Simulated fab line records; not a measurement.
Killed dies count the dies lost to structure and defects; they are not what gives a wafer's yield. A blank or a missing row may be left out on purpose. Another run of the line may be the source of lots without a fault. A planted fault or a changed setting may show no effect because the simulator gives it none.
Which tool did it? :: flow sky130 :: 12 lots with 36 wafers sampled at 5 steps, on a route of 708 steps

== WHAT THE GAUGES READ, wafer by wafer ==
SKY_GATE_OXIDE_TW_MEAS_14. Usual: GATE_OXIDE_TW typically reads 226.1, with standard deviation 1.3.
lot: L879
measured: day 13 20:20
on: film_metro-03
GATE_OXIDE_TW: 227.9 227.3 227.4
flag: 

lot: L880
measured: day 13 22:42
on: film_metro-03
GATE_OXIDE_TW: 227.2 227.8 227.3
flag: 

lot: L883
measured: day 14 19:00
on: film_metro-04
GATE_OXIDE_TW: 227.3 226.2 225.9
flag: 

lot: L885
measured: day 16 01:53
on: film_metro-03
GATE_OXIDE_TW: 226.7 226.7 227.7
flag: 

lot: L886
measured: day 16 14:57
on: film_metro-02
GATE_OXIDE_TW: 226.0 226.7 226.0
flag: 

lot: L887
measured: day 16 19:06
on: film_metro-04
GATE_OXIDE_TW: 225.9 225.6 224.9
flag: 

lot: L889
measured: day 17 08:24
on: film_metro-04
GATE_OXIDE_TW: 224.1 223.7 223.0
flag: 

lot: L890
measured: day 17 17:19
on: film_metro-04
GATE_OXIDE_TW: 224.3 225.2 224.6
flag: 

lot: L891
measured: day 18 03:37
on: film_metro-03
GATE_OXIDE_TW: 227.5 226.3 227.4
flag: 

lot: L892
measured: day 18 14:33
on: film_metro-02
GATE_OXIDE_TW: 224.0 225.9 225.4
flag: 

lot: L898
measured: day 20 21:19
on: film_metro-04
GATE_OXIDE_TW: 323.8 322.7 323.2 322.5 322.9 320.5
flag: OFF

lot: L901
measured: day 21 11:59
on: film_metro-02
GATE_OXIDE_TW: 325.8 326.8 324.6 325.9 326.5 325.5
flag: OFF

SKY_RES_PROTECT_TW_MEAS_08. Usual: POLY_GATE_TW typically reads 4043, with standard deviation 25.
lot: L879
measured: day 15 03:36
on: film_metro-04
POLY_GATE_TW: 4021 4022 4014
flag: 

lot: L880
measured: day 15 07:42
on: film_metro-04
POLY_GATE_TW: 4022 4026 4037
flag: 

lot: L883
measured: day 16 04:28
on: film_metro-04
POLY_GATE_TW: 4076 4058 4047
flag: 

lot: L885
measured: day 17 08:58
on: film_metro-01
POLY_GATE_TW: 4045 4052 4048
flag: 

lot: L886
measured: day 17 22:31
on: film_metro-04
POLY_GATE_TW: 4033 4025 4025
flag: 

lot: L887
measured: day 18 02:36
on: film_metro-01
POLY_GATE_TW: 4044 4053 4035
flag: 

lot: L889
measured: day 18 18:36
on: film_metro-03
POLY_GATE_TW: 4101 4108 4074
flag: 

lot: L890
measured: day 19 02:03
on: film_metro-01
POLY_GATE_TW: 4048 4036 4073
flag: 

lot: L891
measured: day 19 12:52
on: film_metro-01
POLY_GATE_TW: 4048 4050 4045
flag: 

lot: L892
measured: day 20 01:07
on: film_metro-04
POLY_GATE_TW: 4067 4065 4079
flag: 

SKY_POLY_GATE_THK_MEAS_21. Usual: POLY_GATE_OXIDATION_THK typically reads 4.03 nm, with standard deviation 0.078.
lot: L879
measured: day 16 10:38
on: film_metro-02
POLY_GATE_OXIDATION_THK (nm): 4.04 4.08 4.08
flag: 

lot: L880
measured: day 16 15:06
on: film_metro-04
POLY_GATE_OXIDATION_THK (nm): 4.05 4.08 4.00
flag: 

lot: L883
measured: day 17 14:29
on: film_metro-02
POLY_GATE_OXIDATION_THK (nm): 4.05 3.96 4.11
flag: 

lot: L885
measured: day 18 21:22
on: film_metro-01
POLY_GATE_OXIDATION_THK (nm): 4.02 4.05 4.02
flag: 

lot: L886
measured: day 19 07:32
on: film_metro-04
POLY_GATE_OXIDATION_THK (nm): 4.06 4.05 4.08
flag: 

lot: L887
measured: day 19 16:08
on: film_metro-01
POLY_GATE_OXIDATION_THK (nm): 4.04 3.96 4.05
flag: 

lot: L889
measured: day 20 06:20
on: film_metro-04
POLY_GATE_OXIDATION_THK (nm): 3.98 4.09 4.05
flag: 

lot: L890
measured: day 20 16:45
on: film_metro-01
POLY_GATE_OXIDATION_THK (nm): 4.01 4.00 3.97
flag: 

lot: L891
measured: day 20 22:50
on: film_metro-04
POLY_GATE_OXIDATION_THK (nm): 4.05 4.04 4.04
flag: 

lot: L892
measured: day 21 15:20
on: film_metro-04
POLY_GATE_OXIDATION_THK (nm): 3.99 4.05 4.07
flag: 

== EACH LOT AND THE TOOL THAT RAN IT (in order: tool; ch and the chambers of the sampled wafers; start) ==
lot: L879
SKY_GATE_OXIDE_IMPLANT_11: implanter-02 ch 0, day 13 19:59
SKY_POLY_GATE_ETCH_15: rie_diel-02 ch 0,1, day 16 09:00

lot: L880
SKY_GATE_OXIDE_IMPLANT_11: implanter-03 ch 0, day 13 22:20
SKY_POLY_GATE_ETCH_15: rie_diel-04 ch 1,2, day 16 13:18

lot: L883
SKY_GATE_OXIDE_IMPLANT_11: implanter-02 ch 0, day 14 18:40
SKY_POLY_GATE_ETCH_15: rie_diel-02 ch 0,1,2, day 17 11:36

lot: L885
SKY_GATE_OXIDE_IMPLANT_11: implanter-04 ch 0, day 16 01:34
SKY_POLY_GATE_ETCH_15: rie_diel-04 ch 0,1,3, day 18 19:42

lot: L886
SKY_GATE_OXIDE_IMPLANT_11: implanter-02 ch 0, day 16 14:35
SKY_POLY_GATE_ETCH_15: rie_diel-04 ch 0,1,2, day 19 05:54

lot: L887
SKY_GATE_OXIDE_IMPLANT_11: implanter-04 ch 0, day 16 18:44
SKY_POLY_GATE_ETCH_15: rie_diel-02 ch 0,3, day 19 10:54

lot: L889
SKY_GATE_OXIDE_IMPLANT_11: implanter-03 ch 0, day 17 08:02
SKY_POLY_GATE_ETCH_15: rie_diel-04 ch 0,1,2, day 20 02:57

lot: L890
SKY_GATE_OXIDE_IMPLANT_11: implanter-03 ch 0, day 17 16:57
SKY_POLY_GATE_ETCH_15: rie_diel-03 ch 0,1,2, day 20 12:09

lot: L891
SKY_GATE_OXIDE_IMPLANT_11: implanter-04 ch 0, day 18 03:15
SKY_POLY_GATE_ETCH_15: rie_diel-03 ch 0,1,2, day 20 20:00

lot: L892
SKY_GATE_OXIDE_IMPLANT_11: implanter-03 ch 0, day 18 14:13
SKY_POLY_GATE_ETCH_15: rie_diel-02 ch 0,2,3, day 21 12:00

lot: L898
SKY_GATE_OXIDE_IMPLANT_11: implanter-04 ch 0, day 20 20:57
SKY_POLY_GATE_ETCH_15: -

lot: L901
SKY_GATE_OXIDE_IMPLANT_11: implanter-04 ch 0, day 21 11:38
SKY_POLY_GATE_ETCH_15: -
- SKY_GATE_OXIDE_IMPLANT_11
- SKY_POLY_GATE_ETCH_15: etches BARC in N2/H2, stops on SiO2, time 118.5 s, target depth 110 nm.

== AS READ BY THE TOOLS THEMSELVES (means over the sampled wafers that have a number; for cases with no such wafer, the mark the record gives instead) ==
SKY_GATE_OXIDE_IMPLANT_11. Usual: beam_on_s 10.00 s, standard deviation 0.19; dose_ions_cm2 2.5997e+12, standard deviation 2.6e+09; faraday_current_uA 14.67, standard deviation 0.28.
lot: L879
tool: implanter-02
beam_on_s (s): 10.08
dose_ions_cm2: 2.6026e+12
faraday_current_uA: 14.54
flag: 

lot: L880
tool: implanter-03
beam_on_s (s): 9.89
dose_ions_cm2: 2.6008e+12
faraday_current_uA: 14.79
flag: 

lot: L883
tool: implanter-02
beam_on_s (s): 9.96
dose_ions_cm2: 2.6024e+12
faraday_current_uA: 14.67
flag: 

lot: L885
tool: implanter-04
beam_on_s (s): 10.20
dose_ions_cm2: 2.5988e+12
faraday_current_uA: 14.42
flag: 

lot: L886
tool: implanter-02
beam_on_s (s): 9.92
dose_ions_cm2: 2.5997e+12
faraday_current_uA: 14.80
flag: 

lot: L887
tool: implanter-04
beam_on_s (s): 9.82
dose_ions_cm2: 2.6019e+12
faraday_current_uA: 14.86
flag: 

lot: L889
tool: implanter-03
beam_on_s (s): 10.00
dose_ions_cm2: 2.6021e+12
faraday_current_uA: 14.65
flag: 

lot: L890
tool: implanter-03
beam_on_s (s): 10.12
dose_ions_cm2: 2.5959e+12
faraday_current_uA: 14.49
flag: 

lot: L891
tool: implanter-04
beam_on_s (s): 9.99
dose_ions_cm2: 2.5975e+12
faraday_current_uA: 14.68
flag: 

lot: L892
tool: implanter-03
beam_on_s (s): 10.09
dose_ions_cm2: 2.5992e+12
faraday_current_uA: 14.52
flag: 

lot: L898
tool: implanter-04
beam_on_s (s): 9.97
dose_ions_cm2: 8.9092e+12
faraday_current_uA: 50.47
flag: OFF

lot: L901
tool: implanter-04
beam_on_s (s): 10.14
dose_ions_cm2: 8.9033e+12
faraday_current_uA: 49.53
flag: OFF

SKY_POLY_GATE_ETCH_15. Usual: drypump_motor_current_A 5.8 A, standard deviation 0.39; oes_product_au 0.716 a.u., standard deviation 0.0048; throttle_valve_pct 13.213 %, standard deviation 0.0083.
lot: L879
tool: rie_diel-02
drypump_motor_current_A (A): 5.6
oes_product_au (a.u.): 0.718
throttle_valve_pct (%): 13.211
flag: 

lot: L880
tool: rie_diel-04
drypump_motor_current_A (A): 5.6
oes_product_au (a.u.): 0.711
throttle_valve_pct (%): 13.215
flag: 

lot: L883
tool: rie_diel-02
drypump_motor_current_A (A): 5.5
oes_product_au (a.u.): 0.717
throttle_valve_pct (%): 13.208
flag: 

lot: L885
tool: rie_diel-04
drypump_motor_current_A (A): 5.8
oes_product_au (a.u.): 0.716
throttle_valve_pct (%): 13.211
flag: 

lot: L886
tool: rie_diel-04
drypump_motor_current_A (A): 5.9
oes_product_au (a.u.): 0.713
throttle_valve_pct (%): 13.212
flag: 

lot: L887
tool: rie_diel-02
drypump_motor_current_A (A): 5.8
oes_product_au (a.u.): 0.719
throttle_valve_pct (%): 13.214
flag: 

lot: L889
tool: rie_diel-04
drypump_motor_current_A (A): 5.9
oes_product_au (a.u.): 0.712
throttle_valve_pct (%): 13.210
flag: 

lot: L890
tool: rie_diel-03
drypump_motor_current_A (A): 5.9
oes_product_au (a.u.): 0.714
throttle_valve_pct (%): 13.215
flag: 

lot: L891
tool: rie_diel-03
drypump_motor_current_A (A): 5.9
oes_product_au (a.u.): 0.718
throttle_valve_pct (%): 13.222
flag: 

lot: L892
tool: rie_diel-02
drypump_motor_current_A (A): 5.6
oes_product_au (a.u.): 0.716
throttle_valve_pct (%): 13.206
flag: 

== THE ANSWER, worked out from the rows above alone ==
Rule: a lot counts as off when the mean over its wafers that have a number is more than 3 standard deviations away from the usual mean. A lot without any number at a reading at which 4 lots or more have one is off too. Any other lot the step has rows for is counted as sound. After the gauges, taken in route order, come the tools' own readings; for these a lot's mean is taken, as printed above. At the first step where some lot is off, the reading lying furthest off is the one used; lots without a number count as furthest.
Off: L898, L901, seen at SKY_GATE_OXIDE_TW_MEAS_14 (GATE_OXIDE_TW).
A tool fits if, at a process step before that reading, it ran every lot that is off, and no sound lot after the first of them. The gauges at SKY_GATE_OXIDE_TW_MEAS_14 aren't tried: what is off there is off at SKY_GATE_OXIDE_IMPLANT_11 too, on other tools, and a gauge's error can't cause that. One fits: SKY_GATE_OXIDE_IMPLANT_11 on implanter-04. Its last sound lot is L891 (day 18 03:15), its first lot that is off L898 (day 20 20:57): a fault that began between those two fits.
The tool's own readings at SKY_GATE_OXIDE_IMPLANT_11 bear it out: on the lots that are off they differ by more than 5 times the standard deviation of the sound lots' means. dose_ions_cm2 reads 8.9062e+12 there against 2.6001e+12 on the sound lots; faraday_current_uA reads 50.00 there against 14.64 on the sound lots.

== WHAT WAS PUT IN BY THE SIMULATOR ==
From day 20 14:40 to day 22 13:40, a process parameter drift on implanter-04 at SKY_GATE_OXIDE_IMPLANT_11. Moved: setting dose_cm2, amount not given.
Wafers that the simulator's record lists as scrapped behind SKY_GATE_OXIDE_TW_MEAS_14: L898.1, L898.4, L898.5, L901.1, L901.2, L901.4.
Shown lots that were struck: L898, L901. This agrees with what the rule above found.
